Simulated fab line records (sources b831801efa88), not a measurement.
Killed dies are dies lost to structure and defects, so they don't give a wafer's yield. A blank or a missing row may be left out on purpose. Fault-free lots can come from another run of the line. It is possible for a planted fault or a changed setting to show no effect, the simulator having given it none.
2 desks looking at one fault    flow gf180mcu    each desk holds nothing but its own numbers, with what lay behind them at the end

TOOL OWNER'S DESK, pvd-sputter-01
The tool's own readings at GF_MIM_SPUTTER_00 (material Ti, target thk 37.5 nm, time 150 s): means of the sampled wafers that have a number, for each lot that ran on this tool. A lot is out of limits, marked OUT, if its mean lies more than 4 standard deviations from the usual mean; the brackets give that distance.
Columns: A = cathode-dc-power-W at GF_MIM_SPUTTER_00, usual 3999.9 W; B = chamber-pressure-pa at GF_MIM_SPUTTER_00, usual 2.000 Pa; C = throttle-valve-pct at GF_MIM_SPUTTER_00, usual 30.2 %
lot   first seen here  A       B      C
L597  day 25 17:41     3999.3  2.000  29.6
This desk's finding: nothing out of limits on the one lot.

THE METROLOGY DESK
What the gauges read, lot by lot, whatever tool the lot ran on: means of the sampled wafers that have a number. A lot is out of limits, marked OUT, if its mean lies more than 4 standard deviations from the usual mean; the brackets give that distance.
Columns: A = V4_OVL at GF_V4_OVL_MEAS_15, usual 3 nm; B = V4_W_RS at GF_V4_RS_MEAS_24, usual 0.328 ohm/sq; C = V4_W_THK at GF_V4_THK_MEAS_25, usual 357 nm
lot   first seen here  A   B      C
L597  day 25 16:10     2   0.331  357
L599  day 26 10:55     4   0.329  358
L607  day 29 00:16     -0  0.329  361
L608  day 29 04:34     -1  0.326  363
L609  day 29 21:13     8   0.326  363
L611  day 30 03:16     1   0.330  359
L616  day 31 07:47     4   0.331  355
This desk's finding: nothing out of limits on any of the 7 lots.

TAKEN TOGETHER
The tool owner's desk saw nothing out of limits.
The metrology desk saw nothing out of limits.

WHAT THE SIMULATOR HAD PUT IN
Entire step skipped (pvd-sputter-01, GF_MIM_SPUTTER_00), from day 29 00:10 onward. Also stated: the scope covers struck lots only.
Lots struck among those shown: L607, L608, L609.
